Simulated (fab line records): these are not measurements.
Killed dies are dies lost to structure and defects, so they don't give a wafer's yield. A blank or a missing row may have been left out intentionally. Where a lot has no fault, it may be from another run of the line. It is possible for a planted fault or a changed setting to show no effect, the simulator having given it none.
2 desks looking at one fault ; flow gf180mcu ; what lay behind the numbers comes last; until then each desk has only its own

FROM THE METROLOGY DESK
Means of the sampled wafers that have a number, per lot and without regard to the tool the lot ran on: this is what the gauges read. Marked OUT: a lot whose mean sits more than 4 standard deviations from the usual mean, which makes it out of limits; the brackets give that distance.
Columns: A = DUAL_GATE_OXIDATION_00_THK at GF_DUAL_GATE_THK_MEAS_03, usual 10.85 nm; B = DUAL_GATE_OVL at GF_DUAL_GATE_OVL_MEAS_11, usual -1.0 nm
lot;first seen here;A;B
L997;day 8 18:07;10.98;-1.2
L103;day 10 12:03;10.97;-1.5
L104;day 10 13:22;10.71;-0.8
L105;day 10 19:11;10.63;0.9
L110;day 12 00:18;10.48;0.7
L116;day 13 21:58;10.99;-0.4
L117;day 14 03:09;11.17;-4.1
This desk's verdict: no lot among the 7 shows anything out of limits.

TOOL OWNER'S DESK, furnace-01
The tool's own readings at GF_DUAL_GATE_OXIDATION_15 (stabilise 600 s, purge 300 s, target thk 7.098 nm): means of the sampled wafers that have a number, for each lot that ran on this tool. Marked OUT: a lot whose mean sits more than 4 standard deviations from the usual mean, which makes it out of limits; the brackets give that distance.
Columns: A = spike-tc-top-C at GF_DUAL_GATE_OXIDATION_15, usual 863.2 C; B = tube-center-temp-C at GF_DUAL_GATE_OXIDATION_15, usual 850.01 C
lot;first seen here;A;B
L103;day 11 07:22;863.7;850.04
L104;day 11 08:55;863.8;849.98
L105;day 11 14:05;864.9;849.95
L117;day 15 00:31;864.7;850.04
This desk's verdict: no lot among the 4 shows anything out of limits.

ALL TOGETHER
The metrology desk saw nothing out of limits.
The desk of the tool owner found nothing out of limits.

WHAT WAS PUT IN BY THE SIMULATOR
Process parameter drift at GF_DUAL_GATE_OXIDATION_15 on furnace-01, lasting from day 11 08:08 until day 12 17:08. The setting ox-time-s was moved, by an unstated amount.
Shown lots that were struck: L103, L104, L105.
